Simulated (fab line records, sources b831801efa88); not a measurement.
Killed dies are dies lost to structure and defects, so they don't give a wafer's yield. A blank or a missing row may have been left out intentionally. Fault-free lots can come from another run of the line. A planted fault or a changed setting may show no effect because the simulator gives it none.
fab line records :: flow sky130
record
  lots=4
  wafers=11
  lastDay=49
route steps=708 shown LOCAL_INTERCONNECT@400 CONTACT@406 METAL1@434 PAD_OPEN@708
lots that met no fault: taken from a fault-free run of the same line
startH: hours from the record's first day to the start of the lot's first wafer shown :: waitH: hours since the lot's step before :: " the same as in the row above :: L1.1+2: a single row standing in for several wafers :: - either no value or no given start :: * or withheld: withheld :: < > ~ a bound
route shown NAME@n: NAME is a module with steps in the file, n the number in the route of the first one :: usual: mean and standard deviation over wafers with no fault :: same: alike in all rows :: chamber/n: place in a boat :: sites: the reading at each site :: _std_site: the standard deviation of these :: _edge_site: the outer-site mean with the inner-site mean subtracted :: radiusMm: how far each site lies from the wafer's centre :: mask NAME#n: copy n :: behind: tool/chamber where the wafer was last shaped :: hold: reason for holding the lot/hours on hold/outcome of the hold :: device: the n, p or np transistor that did not switch :: end of line: the route-end tests of the same wafers :: step lacking rows: just its recipe :: killed: count of dies lost to structure and defects at first sort (not the wafer's yield) :: map: a wafer's dies, marking killed ones x, the rest . and places with no die _
set.NAME: the setting as run; set.NAME@STEP: as run at that earlier step :: model.NAME: the simulator's own value behind a step, which no gauge read
a table for each step, a row for each wafer; lots at some steps of the route
services: from which hour (startH, from the record's first day; less than 0 if before it) a tool's chamber was out of use, for how many hours, and why
## steps
# step SKY_LOCAL_INTERCONNECT_ETCH_13
# recipe
  chemistry=N2/H2
  target=BARC
  ionEnergyEv=200
  biasW=100
  pressureMtorr=30
  n2FlowSccm=100
  h2FlowSccm=200
  icpW=500
  stopOn=SiO2
  timeS=45.9
  targetDepthA=600
# step SKY_LOCAL_INTERCONNECT_METAL_ETCH_14
# recipe
  targetDepthNm=110
  stopOn=PSG
  chemistry=Cl2/BCl3
  target=TiN
  resistSidewallDeg=88
  pressureMtorr=10
  icpW=900
  biasW=48.5
  Cl2_flow_sccm=60
  bcl3FlowSccm=30
  timeS=31.4
# step SKY_LOCAL_INTERCONNECT_STRIP_15
# recipe
  chemistry=O2/N2
  powerW=1400
  pressureMtorr=1500
  platenTempC=withheld
  o2FlowSccm=3000
  n2FlowSccm=300
  overashFraction=0.5
# step SKY_LOCAL_INTERCONNECT_STRIP_16
# recipe
  chemistry=postEtchResidueRemover
  timeS=1200
  tempC=72.5
# step SKY_LOCAL_INTERCONNECT_CLEAN_17
# recipe
  chemistry=IPA
  timeS=180
  tempC=25
# step SKY_LOCAL_INTERCONNECT_CLEAN_18
# recipe
  chemistry=O3/DIW
  dry=n2Spin
# step SKY_CONTACT_CVD_00
# recipe
  material=Si3N4
  targetThkNm=75
  tempC=400
  timeS=withheld
  rfW=450
# step SKY_CONTACT_HDPCVD_02
# recipe
  material=SiO2
  targetThkNm=565
  sigmaOpenFrac=0.3
  timeS=94.2
  tempC=600
  sih4FlowSccm=60
  pressureMtorr=6
# step SKY_CONTACT_CMP_04
# recipe
  material=SiO2
  downForcePsi=4
  platenRpm=60
  padVelocityMS=0.94248
# usual
  motorCurrentA=11.7/1.1
  timeToEndpointS=84/3.6
lot.wafer: L763.3
tool: cmp-01
chamber: 1
startH: 730.57
waitH: 0.1
motorCurrentA: 10.7
timeToEndpointS: 82
model.SiO2_of_CONTACT_HDPCVD_02.thkNm: 340

lot.wafer: L763.2
tool: cmp-01
chamber: 3
startH: 730.57
waitH: 0.1
motorCurrentA: 14.0
timeToEndpointS: 80
model.SiO2_of_CONTACT_HDPCVD_02.thkNm: 340.5

lot.wafer: L763.5
tool: cmp-01
chamber: 1
startH: 730.57
waitH: 0.1
motorCurrentA: 10.0
timeToEndpointS: 81
model.SiO2_of_CONTACT_HDPCVD_02.thkNm: 340.6

lot.wafer: L766.4
tool: cmp-01
chamber: 1
startH: 759.01
waitH: 0.2
motorCurrentA: 10.4
timeToEndpointS: 78
model.SiO2_of_CONTACT_HDPCVD_02.thkNm: 339.1

lot.wafer: L766.6
tool: cmp-01
chamber: 2
startH: 759.01
waitH: 0.2
motorCurrentA: 10.5
timeToEndpointS: 105
model.SiO2_of_CONTACT_HDPCVD_02.thkNm: 419.1

lot.wafer: L766.5
tool: cmp-01
chamber: 3
startH: 759.01
waitH: 0.2
motorCurrentA: 13.6
timeToEndpointS: 78
model.SiO2_of_CONTACT_HDPCVD_02.thkNm: 339.5

lot.wafer: L769.2
tool: cmp-01
chamber: 2
startH: 779.19
waitH: 0.1
motorCurrentA: 10.9
timeToEndpointS: 82
model.SiO2_of_CONTACT_HDPCVD_02.thkNm: 341.4

lot.wafer: L769.6
tool: cmp-01
chamber: 0
startH: 779.19
waitH: 0.1
motorCurrentA: 12.2
timeToEndpointS: 106
model.SiO2_of_CONTACT_HDPCVD_02.thkNm: 419.5

lot.wafer: L778.4
tool: cmp-02
chamber: 3
startH: 852.58
waitH: 0.0
motorCurrentA: 13.0
timeToEndpointS: 89
model.SiO2_of_CONTACT_HDPCVD_02.thkNm: 340.2

lot.wafer: L778.2
tool: cmp-02
chamber: 1
startH: 852.58
waitH: 0.0
motorCurrentA: 13.0
timeToEndpointS: 90
model.SiO2_of_CONTACT_HDPCVD_02.thkNm: 340.1

lot.wafer: L778.6
tool: cmp-02
chamber: 0
startH: 852.58
waitH: 0.0
motorCurrentA: 10.1
timeToEndpointS: 91
model.SiO2_of_CONTACT_HDPCVD_02.thkNm: 340.9
# step SKY_CONTACT_DEHYDRATE_06
# recipe
  tempC=200
  timeS=60
# step SKY_CONTACT_HMDS_07
# recipe
  primeTimeS=60
  primeTempC=120
# step SKY_CONTACT_COAT_08
# recipe
  resist=BARC
  tempC=withheld
  timeS=withheld
  spinRpm=3000
  resistThkNm=60
# step SKY_CONTACT_COAT_09
# recipe
  resist=KrF-thick
  spinRpm=3000
  resistThkNm=450
# step SKY_CONTACT_SOFTBAKE_10
# recipe
  tempC=100
  timeS=90
  resist=KrF-thick
# step SKY_CONTACT_EXPOSE_11
# recipe
  maskId=CTM1
  na=0.8
  sourceShape=annular
  sigmaInner=0.55
  sigmaOuter=0.85
  targetCdNm=170
  doseMj=38
# step SKY_CONTACT_PEB_12
# recipe
  pebTempC=withheld
  pebTimeS=withheld
  resist=KrF-thick
# step SKY_CONTACT_DEVELOP_13
# recipe
  developTimeS=60
  resist=KrF-thick
  devTempC=21
# step SKY_CONTACT_ETCH_16
# recipe
  chemistry=N2/H2
  target=BARC
  ionEnergyEv=200
  sourceW=500
  biasW=100
  pressureMtorr=30
  n2FlowSccm=100
  h2FlowSccm=200
  stopOn=SiO2
  timeS=45.9
  targetDepthA=600
# step SKY_CONTACT_ETCH_17
# recipe
  target=SiO2
  chemistry=C4F8/O2/Ar
  stopOn=Si3N4
  maskMaterial=KrF-thick
  sourceW=1500
  biasW=1200
  pressureMtorr=40
  c4f8FlowSccm=withheld
  O2_flow_sccm=6
  Ar_flow_sccm=300
  timeS=withheld
  targetDepthA=3400
# usual
  oesProductAu=0.892/0.0048
lot.wafer: L763.2
tool: rieDiel-03
chamber: 3
startH: 758.64
waitH: 0.0
oesProductAu: 0.888
model.CONTACT.featureDepthNm: 340.5
model.etch.depthNm: 340.5

lot.wafer: L763.3
tool: rieDiel-03
chamber: 0
startH: 758.64
waitH: 0.0
oesProductAu: 0.891
model.CONTACT.featureDepthNm: 340
model.etch.depthNm: 340

lot.wafer: L763.5
tool: rieDiel-03
chamber: 1
startH: 758.64
waitH: 0.0
oesProductAu: 0.887
model.CONTACT.featureDepthNm: 340.6
model.etch.depthNm: 340.6

lot.wafer: L766.4
tool: rieDiel-03
chamber: 0
startH: 785.98
waitH: 0.0
oesProductAu: 0.893
model.CONTACT.featureDepthNm: 339.1
model.etch.depthNm: 339.1

lot.wafer: L766.5
tool: rieDiel-03
chamber: 2
startH: 785.98
waitH: 0.0
oesProductAu: 0.894
model.CONTACT.featureDepthNm: 339.5
model.etch.depthNm: 339.5

lot.wafer: L766.6
tool: rieDiel-03
chamber: 3
startH: 785.98
waitH: 0.0
oesProductAu: 1.006
model.CONTACT.featureDepthNm: 419
model.etch.depthNm: 419

lot.wafer: L769.2
tool: rieDiel-02
chamber: 0
startH: 805.93
waitH: 0.0
oesProductAu: 0.890
model.CONTACT.featureDepthNm: 341.4
model.etch.depthNm: 341.4

lot.wafer: L769.6
tool: rieDiel-02
chamber: 3
startH: 805.93
waitH: 0.0
oesProductAu: 1.005
model.CONTACT.featureDepthNm: 412.3
model.etch.depthNm: 412.3

lot.wafer: L778.2
tool: rieDiel-03
chamber: 1
startH: 879.03
waitH: 0.0
oesProductAu: 0.889
model.CONTACT.featureDepthNm: 340.1
model.etch.depthNm: 340.1

lot.wafer: L778.4
tool: rieDiel-03
chamber: 0
startH: 879.03
waitH: 0.0
oesProductAu: 0.896
model.CONTACT.featureDepthNm: 340.2
model.etch.depthNm: 340.2

lot.wafer: L778.6
tool: rieDiel-03
chamber: 2
startH: 879.03
waitH: 0.0
oesProductAu: 0.894
model.CONTACT.featureDepthNm: 340.9
model.etch.depthNm: 340.9
# step SKY_CONTACT_ETCH_18
# recipe
  target=Si3N4
  chemistry=CHF3/O2
  stopOn=TiN
  sourceW=600
  biasW=200
  pressureMtorr=40
  chf3FlowSccm=50
  O2_flow_sccm=5
  timeS=39
  targetDepthA=750
# step SKY_CONTACT_STRIP_19
# recipe
  chemistry=O2/N2
  powerW=1400
  pressureMtorr=1500
  platenTempC=withheld
  o2FlowSccm=3000
  n2FlowSccm=300
  overashFraction=0.5
# step SKY_CONTACT_STRIP_20
# recipe
  chemistry=postEtchResidueRemover
  timeS=1200
  tempC=72.5
# step SKY_CONTACT_CLEAN_21
# recipe
  chemistry=IPA
  timeS=180
  tempC=25
# step SKY_CONTACT_CLEAN_22
# recipe
  chemistry=O3/DIW
  dry=n2Spin
# step SKY_CONTACT_SPUTTER_23
# recipe
  material=TiN
  targetThkNm=20
  chamberPressurePa=5
  powerW=4000
  timeS=80
# step SKY_CONTACT_CVD_24
# recipe
  material=W
  targetThkNm=340
  timeS=102.12
  tempC=400
  pressureTorr=40
# step SKY_CONTACT_CMP_27
# recipe
  stopOn=SiO2
  tOverpolishS=15
  downForcePsi=3.5
  platenRpm=60
  targetThkNm=0
  padVelocityMS=0.94248
# step SKY_METAL1_SPUTTER_00
# recipe
  material=Ti
  targetThkNm=15
  powerW=3000
  timeS=10
  chamberPressurePa=0.4
# step SKY_METAL1_SPUTTER_01
# recipe
  material=TiN
  targetThkNm=20
  powerW=6500
  timeS=16.7
  chamberPressurePa=0.4
# step SKY_METAL1_SPUTTER_02
# recipe
  material=AlCu
  targetThkNm=250
  powerW=10600
  timeS=13.3
  chamberPressurePa=0.4
# step SKY_METAL1_SPUTTER_03
# recipe
  material=Ti
  targetThkNm=5
  powerW=3000
  timeS=3.3
  chamberPressurePa=0.4
# step SKY_METAL1_SPUTTER_04
# recipe
  material=TiN
  targetThkNm=70
  powerW=6500
  timeS=58.3
  chamberPressurePa=0.4
# step SKY_METAL1_METAL_ETCH_19
# recipe
  targetDepthA=3600
  stopOn=SiO2
  overEtchFrac=0.3
  timeS=78
  chemistry=Cl2/BCl3
  resistSidewallDeg=88
  pressureMtorr=10
  icpW=900
  biasW=48.5
  Cl2_flow_sccm=60
  bcl3FlowSccm=30
# usual
  drypumpMotorCurrentA=5.68/0.25
  oesProductAu=0.853/0.0057
  throttleValvePct=22.264/0.0092
lot.wafer: L763.2
tool: rieMetal-02
chamber: 0
startH: 787.19
waitH: 0.0
drypumpMotorCurrentA: 5.20
oesProductAu: 0.852
rfHoursCounterH: 3
throttleValvePct: 22.260
model.SiO2_of_CONTACT_HDPCVD_02.thkNm: 326.4

lot.wafer: L763.3
tool: rieMetal-02
chamber: 0
startH: 787.19
waitH: 0.0
drypumpMotorCurrentA: 5.19
oesProductAu: 0.860
rfHoursCounterH: -
throttleValvePct: 22.256
model.SiO2_of_CONTACT_HDPCVD_02.thkNm: 325.7

lot.wafer: L763.5
tool: rieMetal-02
chamber: 1
startH: 787.19
waitH: 0.0
drypumpMotorCurrentA: 5.75
oesProductAu: 0.852
rfHoursCounterH: -
throttleValvePct: 22.270
model.SiO2_of_CONTACT_HDPCVD_02.thkNm: 326.6

lot.wafer: L766.4
tool: rieMetal-01
chamber: 1
startH: 814.67
waitH: 0.1
drypumpMotorCurrentA: 5.55
oesProductAu: 0.853
rfHoursCounterH: -
throttleValvePct: 22.273
model.SiO2_of_CONTACT_HDPCVD_02.thkNm: 325

lot.wafer: L766.5
tool: rieMetal-01
chamber: 1
startH: 814.67
waitH: 0.1
drypumpMotorCurrentA: 5.54
oesProductAu: 0.852
rfHoursCounterH: -
throttleValvePct: 22.274
model.SiO2_of_CONTACT_HDPCVD_02.thkNm: 325.5

lot.wafer: L766.6
tool: rieMetal-01
chamber: 0
startH: 814.67
waitH: 0.1
drypumpMotorCurrentA: 5.90
oesProductAu: 0.854
rfHoursCounterH: -
throttleValvePct: 22.235
model.SiO2_of_CONTACT_HDPCVD_02.thkNm: 405.1

lot.wafer: L769.2
tool: rieMetal-02
chamber: 0
startH: 833.70
waitH: 0.0
drypumpMotorCurrentA: 5.20
oesProductAu: 0.859
rfHoursCounterH: 5
throttleValvePct: 22.275
model.SiO2_of_CONTACT_HDPCVD_02.thkNm: 327.2

lot.wafer: L769.6
tool: rieMetal-02
chamber: 1
startH: 833.70
waitH: 0.0
drypumpMotorCurrentA: 5.81
oesProductAu: 0.860
rfHoursCounterH: -
throttleValvePct: 22.271
model.SiO2_of_CONTACT_HDPCVD_02.thkNm: 405.6

lot.wafer: L778.2
tool: rieMetal-02
chamber: 0
startH: 906.25
waitH: 0.0
drypumpMotorCurrentA: 5.21
oesProductAu: 0.842
rfHoursCounterH: 8
throttleValvePct: 22.274
model.SiO2_of_CONTACT_HDPCVD_02.thkNm: 326

lot.wafer: L778.4
tool: rieMetal-02
chamber: 1
startH: 906.25
waitH: 0.0
drypumpMotorCurrentA: 5.76
oesProductAu: 0.846
rfHoursCounterH: -
throttleValvePct: 22.266
model.SiO2_of_CONTACT_HDPCVD_02.thkNm: 326.1

lot.wafer: L778.6
tool: rieMetal-02
chamber: 0
startH: 906.25
waitH: 0.0
drypumpMotorCurrentA: 5.16
oesProductAu: 0.842
rfHoursCounterH: -
throttleValvePct: 22.252
model.SiO2_of_CONTACT_HDPCVD_02.thkNm: 326.7
# step SKY_PAD_OPEN_PROBE_99
# usual
  killed_at_M0_to_M3=44/7
  killed_at_M4_up=3.2/1.8
  killedAtContacts=24/5.1
  killedAtFrontEnd=15/4.3
  killedAtOther=0.3/0.5
  killedDies=86/9.6
  killedOnRim=17/4.1
  killedOpen=48/7.1
  killedShort=38/6.7
# same
  grossDies=492
  killedAtBackSide=0
lot.wafer: L763.2
tool: prober-02
chamber: -
startH: 1093.07
waitH: 0.1
killed_at_M0_to_M3: 56
killed_at_M4_up: 0
killedAtContacts: 21
killedAtFrontEnd: 12
killedAtOther: 0
killedDies: 89
killedOnRim: 21
killedOpen: 49
killedShort: 40

lot.wafer: L763.3
tool: prober-02
chamber: -
startH: 1093.12
waitH: 0.2
killed_at_M0_to_M3: 39
killed_at_M4_up: 1
killedAtContacts: 13
killedAtFrontEnd: 8
killedAtOther: 0
killedDies: 61
killedOnRim: 17
killedOpen: 30
killedShort: 31

lot.wafer: L763.5
tool: prober-02
chamber: -
startH: 1093.22
waitH: 0.2
killed_at_M0_to_M3: 58
killed_at_M4_up: 2
killedAtContacts: 24
killedAtFrontEnd: 16
killedAtOther: 1
killedDies: 101
killedOnRim: 23
killedOpen: 63
killedShort: 38

lot.wafer: L766.4
tool: prober-01
chamber: -
startH: 1113.81
waitH: 0.2
killed_at_M0_to_M3: 39
killed_at_M4_up: 5
killedAtContacts: 28
killedAtFrontEnd: 11
killedAtOther: 0
killedDies: 83
killedOnRim: 19
killedOpen: 47
killedShort: 34

lot.wafer: L766.5
tool: prober-01
chamber: -
startH: 1113.86
waitH: 0.2
killed_at_M0_to_M3: 49
killed_at_M4_up: 6
killedAtContacts: 25
killedAtFrontEnd: 19
killedAtOther: 1
killedDies: 100
killedOnRim: 19
killedOpen: 58
killedShort: 41

lot.wafer: L766.6
tool: prober-01
chamber: -
startH: 1113.91
waitH: 0.2
killed_at_M0_to_M3: 47
killed_at_M4_up: 1
killedAtContacts: 81
killedAtFrontEnd: 16
killedAtOther: 0
killedDies: 145
killedOnRim: 36
killedOpen: 46
killedShort: 37

lot.wafer: L769.2
tool: prober-02
chamber: -
startH: 1128.71
waitH: 0.1
killed_at_M0_to_M3: 51
killed_at_M4_up: 3
killedAtContacts: 27
killedAtFrontEnd: 16
killedAtOther: 0
killedDies: 97
killedOnRim: 19
killedOpen: 59
killedShort: 37

lot.wafer: L769.6
tool: prober-02
chamber: -
startH: 1128.91
waitH: 0.2
killed_at_M0_to_M3: 64
killed_at_M4_up: 3
killedAtContacts: 180
killedAtFrontEnd: 14
killedAtOther: 0
killedDies: 261
killedOnRim: 47
killedOpen: 58
killedShort: 44

lot.wafer: L778.2
tool: prober-01
chamber: -
startH: 1182.32
waitH: 0.1
killed_at_M0_to_M3: 39
killed_at_M4_up: 1
killedAtContacts: 19
killedAtFrontEnd: 10
killedAtOther: 1
killedDies: 70
killedOnRim: 19
killedOpen: 39
killedShort: 30

lot.wafer: L778.4
tool: prober-01
chamber: -
startH: 1182.42
waitH: 0.2
killed_at_M0_to_M3: 47
killed_at_M4_up: 4
killedAtContacts: 21
killedAtFrontEnd: 14
killedAtOther: 0
killedDies: 86
killedOnRim: 20
killedOpen: 50
killedShort: 34

lot.wafer: L778.6
tool: prober-01
chamber: -
startH: 1182.52
waitH: 0.2
killed_at_M0_to_M3: 44
killed_at_M4_up: 1
killedAtContacts: 14
killedAtFrontEnd: 11
killedAtOther: 1
killedDies: 71
killedOnRim: 13
killedOpen: 39
killedShort: 32
# killed by level:class
L763.2 VIA1:geometricParticle:open=10 CONTACT:geometricParticle:open=10 VIA3:geometricParticle:open=10 METAL2:geometricParticle:short=8 VIA2:geometricParticle:open=7 VIA1:geometricParticle:short=6 CONTACT:geometricParticle:short=5 LI_CONTACT:geometricParticle:short=4
L763.3 VIA1:geometricParticle:open=8 VIA2:geometricParticle:open=8 VIA1:geometricParticle:short=7 CONTACT:geometricParticle:open=4 METAL2:geometricParticle:short=4 POLY_GATE:geometricParticle:short=3 LI_CONTACT:geometricParticle:short=3 LI_CONTACT:geometricParticle:open=3
L763.5 VIA1:geometricParticle:open=13 CONTACT:geometricParticle:open=10 VIA2:geometricParticle:open=9 VIA3:geometricParticle:open=9 VIA1:geometricParticle:short=7 POLY_GATE:geometricParticle:open=6 LI_CONTACT:geometricParticle:open=6 METAL3:geometricParticle:short=6
L766.4 CONTACT:geometricParticle:open=14 VIA1:geometricParticle:open=7 LI_CONTACT:geometricParticle:open=6 VIA3:geometricParticle:open=6 VIA2:geometricParticle:open=5 FIELD_ISO:geometricParticle:short=4 METAL1:geometricParticle:short=4 VIA2:geometricParticle:short=4
L766.5 VIA1:geometricParticle:open=12 CONTACT:geometricParticle:open=10 LI_CONTACT:geometricParticle:open=8 VIA3:geometricParticle:open=7 FIELD_ISO:geometricParticle:open=6 VIA2:geometricParticle:open=6 METAL3:geometricParticle:short=6 CONTACT:geometricParticle:short=5
L766.6 CONTACT:areaCmp=61 VIA1:geometricParticle:open=13 VIA2:geometricParticle:open=8 CONTACT:geometricParticle:short=7 CONTACT:geometricParticle:open=6 FIELD_ISO:geometricParticle:open=5 VIA1:geometricParticle:short=5 LI_CONTACT:geometricParticle:open=4
L769.2 VIA1:geometricParticle:open=12 VIA2:geometricParticle:open=11 CONTACT:geometricParticle:open=10 LI_CONTACT:geometricParticle:open=9 METAL1:geometricParticle:short=7 VIA3:geometricParticle:open=7 METAL2:geometricParticle:short=5 FIELD_ISO:geometricParticle:short=4
L769.6 CONTACT:areaCmp=158 VIA1:geometricParticle:open=16 METAL1:geometricParticle:short=13 VIA2:geometricParticle:open=10 CONTACT:geometricParticle:open=9 METAL3:geometricParticle:short=7 VIA3:geometricParticle:open=7 LI_CONTACT:geometricParticle:open=5
L778.2 CONTACT:geometricParticle:open=11 VIA1:geometricParticle:open=8 VIA1:geometricParticle:short=6 VIA3:geometricParticle:open=6 VIA2:geometricParticle:open=4 VIA3:geometricParticle:short=4 LI_CONTACT:geometricParticle:short=3 CONTACT:geometricParticle:short=3
L778.4 VIA1:geometricParticle:open=18 CONTACT:geometricParticle:open=8 LI_CONTACT:geometricParticle:open=6 VIA3:geometricParticle:open=6 POLY_GATE:geometricParticle:open=4 VIA2:geometricParticle:short=4 METAL1:geometricParticle:short=4 VIA2:geometricParticle:open=4
L778.6 VIA1:geometricParticle:open=13 METAL1:geometricParticle:short=8 VIA3:geometricParticle:open=7 POLY_GATE:geometricParticle:open=4 LI_CONTACT:geometricParticle:open=4 CONTACT:geometricParticle:short=4 CONTACT:geometricParticle:open=4 METAL2:geometricParticle:short=4
# map L766.6 (x killed, . not)
__________.x.x.x.xxx_________
________...x...xxxxxxx_______
______x.......xx..xxxxxx_____
_____x..x.x.x......x..x..____
____.x..x........x...x.xxx___
___..x................xx.xx__
__.x....x..xx...x.xx.x.x..xx_
_.............xx.....xx...x..
_....x......x..x...x....x...x
_.......x.........x....x.x.x.
_.x..x...x....xxx.x..........
_x.xx.....x.....x..xx...x.x..
_.xx..xx.x.....x.x...........
_.xx.......xxxx..............
_..xx.x...xxxx...............
__.xxx.x...x.x...xx.x..xx..._
___xxxxx.............xx...x__
____x......xx..x...x.....x___
_____.......x........x.xx____
______...xxx.x....x..xx._____
________.......xx.x.x._______
__________...x......_________
# map L769.6 (x killed, . not)
__________.xx..x...._________
________xx.xx..x..xx.x_______
______...x..x..x..xx...._____
_____.xxxxxxx.xx...xx..x.____
____xxxxxxxx.xxx.x.x....x.___
___x..xx.xxxxxxxxx........x__
__x..xx.xxxxxxxxx.xxx..x.x.x_
_x...xx.x.xxxxxxxxxxxx.x.xx..
_...xxx.x.xx.xxxx..xx.xx.xxx.
_..xxxx..xxxxxxxxx..x..xxx.xx
_x..x..xx..xxxxx.x..x.xx.x.x.
_x.x..x...x.x.x.x.x...xxx....
_x..x.xxx.x.x.xx..x.x..x..xx.
_.xxxxxx.xx....xx..x.xx..x..x
_xxxx.xxxxxx..xx.....xx.....x
__.xxxx.x.x..x...x.x..x..xx._
___xx..xx.xxx.......x....x.__
____.xxxxxxxxxx....x...x..___
_____xxxxx.xx............____
______.xx..x.xx...x..x.x_____
________..x.xxxx.x.xx._______
__________xxx.x..xxx_________
## services
tool: rieMetal-02
chamber: 0
startH: 722.18
hours: 38.8
kind: repair

tool: cmp-02
chamber: -
startH: 742.97
hours: 2.0
kind: repair

tool: cmp-01
chamber: -
startH: 745.95
hours: 0.4
kind: repair

tool: cmp-01
chamber: -
startH: 747.32
hours: 4.0
kind: pm

tool: rieDiel-02
chamber: 1
startH: 758.26
hours: 6.6
kind: repair

tool: cmp-02
chamber: -
startH: 778.22
hours: 2.4
kind: repair

tool: rieDiel-02
chamber: -
startH: 784.98
hours: 0.4
kind: repair

tool: rieDiel-02
chamber: -
startH: 788.67
hours: 2.8
kind: pm

tool: cmp-01
chamber: -
startH: 793.64
hours: 0.8
kind: repair

tool: rieMetal-02
chamber: -
startH: 802.57
hours: 5.0
kind: repair

tool: cmp-02
chamber: -
startH: 812.36
hours: 0.7
kind: repair

tool: cmp-02
chamber: -
startH: 813.61
hours: 0.7
kind: repair

tool: rieDiel-03
chamber: 1
startH: 814.68
hours: 3.0
kind: repair

tool: cmp-02
chamber: -
startH: 818.84
hours: 4.5
kind: repair

tool: rieDiel-03
chamber: 3
startH: 828.33
hours: 6.8
kind: repair

tool: cmp-02
chamber: -
startH: 829.30
hours: 10.2
kind: pm

tool: cmp-02
chamber: -
startH: 840.83
hours: 2.5
kind: repair

tool: rieDiel-03
chamber: 1
startH: 849.83
hours: 11.1
kind: repair

tool: cmp-01
chamber: -
startH: 855.69
hours: 1.4
kind: repair

tool: cmp-02
chamber: -
startH: 863.40
hours: 0.8
kind: repair

tool: rieMetal-02
chamber: -
startH: 872.29
hours: 2.7
kind: repair

tool: rieMetal-01
chamber: -
startH: 888.76
hours: 1.3
kind: repair

tool: cmp-01
chamber: -
startH: 894.98
hours: 3.8
kind: repair

tool: rieDiel-03
chamber: -
startH: 899.05
hours: 14.6
kind: pm
## key
firstSign
  step=SKY_CONTACT_CMP_04
  reading=timeToEndpointS
  direction=up
  sigmas=6.1
  usual=*
  struck=*
effect
  step=SKY_CONTACT_ETCH_17
  reading=oesProductAu
  direction=up
  sigmas=24
  usual=0.892
  struck=1.005
effect
  step=SKY_PAD_OPEN_PROBE_99
  reading=killedAtContacts
  direction=up
  sigmas=21
  usual=24
  struck=130
modelEffect
  step=SKY_CONTACT_CMP_04
  value=SiO2_of_CONTACT_HDPCVD_02.thkNm
  without=340.2
  struck=419.3
modelEffect
  step=SKY_CONTACT_ETCH_17
  value=CONTACT.featureDepthNm
  without=340.2
  struck=415.7
modelEffect
  step=SKY_METAL1_METAL_ETCH_19
  value=SiO2_of_CONTACT_HDPCVD_02.thkNm
  without=326.3
  struck=405.4
moreKillsBornAt
  SKY_CONTACT_CMP_04@cmp-01=219
metAt SKY_CONTACT_CMP_04
struckWafers L766.6,L769.6
testerLeftOut L766,L769
onsetBetween 730.57 759.01
fault
  kind=processParameterDrift
  tool=cmp-01
  chamber=-
  onsetH=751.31
  steps=SKY_CONTACT_CMP_04
  channel=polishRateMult
  offset=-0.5
  shape=step
  endH=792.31
  scope=struckWafersOnly
# testerLeftOut: of these lots the tester's yield and bins aren't shown, on N5 and GAA mostly nor the transistor test; their killed dies are dies lost to structure and defects alone, not to doping, threshold or leakage, so they don't give the yield
